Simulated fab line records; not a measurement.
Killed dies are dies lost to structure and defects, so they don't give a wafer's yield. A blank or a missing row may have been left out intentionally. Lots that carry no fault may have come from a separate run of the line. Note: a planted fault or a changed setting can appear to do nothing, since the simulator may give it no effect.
2 desks, one fault -- flow sky130 -- only its own numbers are on each desk; what lay behind them is given at the end

AT THE METROLOGY DESK
What the gauges read, lot by lot, whatever tool the lot ran on: means of the sampled wafers that have a number. A lot is out of limits, marked OUT, if its mean lies more than 4 standard deviations from the usual mean; the brackets give that distance.
Columns: A = VIA1_BOW at SKY_VIA1_BOW_MEAS_03, usual 81 um; B = METAL2_ALCU_RS at SKY_METAL2_RS_MEAS_05, usual 0.1266 ohm/sq; C = METAL2_ALCU_THK at SKY_METAL2_THK_MEAS_06, usual 249 nm
lot,first seen here,A,B,C
L805,day 33 20:25,75,0.1270,249
L804,day 33 21:55,81,0.1243,253
L808,day 34 12:29,76,0.1250,253
L810,day 35 03:46,78,0.1328,237
L814,day 36 14:51,85,0.1254,253
L817,day 37 05:10,85,0.1254,251
L820,day 37 23:23,74,0.1237,254
L821,day 38 15:02,83,0.1252,251
L822,day 38 15:20,81,0.1278,246
L823,day 39 02:20,84,0.1266,248
L825,day 39 12:52,80,0.1274,247
Finding of this desk: none of the 11 lots has anything out of limits.

TOOL OWNER'S DESK, pvd_sputter-01
The tool's own readings at SKY_METAL2_SPUTTER_02 (material AlCu, target thk 250 nm, time 13.3 s): means of the sampled wafers that have a number, for each lot that ran on this tool. A lot is out of limits, marked OUT, if its mean lies more than 4 standard deviations from the usual mean; the brackets give that distance.
Columns: A = chamber_pressure_pa at SKY_METAL2_SPUTTER_02, usual 0.4000 Pa; B = throttle_valve_pct at SKY_METAL2_SPUTTER_02, usual 30.2 %
lot,first seen here,A,B
L808,day 35 16:58,0.4004,30.2
L810,day 36 07:52,0.4005,29.4
Finding of this desk: none of the 2 lots has anything out of limits.

TAKEN TOGETHER
From the metrology desk's view, nothing was out of limits.
The tool owner's desk saw nothing out of limits.

WHAT THE SIMULATOR HAD PUT IN
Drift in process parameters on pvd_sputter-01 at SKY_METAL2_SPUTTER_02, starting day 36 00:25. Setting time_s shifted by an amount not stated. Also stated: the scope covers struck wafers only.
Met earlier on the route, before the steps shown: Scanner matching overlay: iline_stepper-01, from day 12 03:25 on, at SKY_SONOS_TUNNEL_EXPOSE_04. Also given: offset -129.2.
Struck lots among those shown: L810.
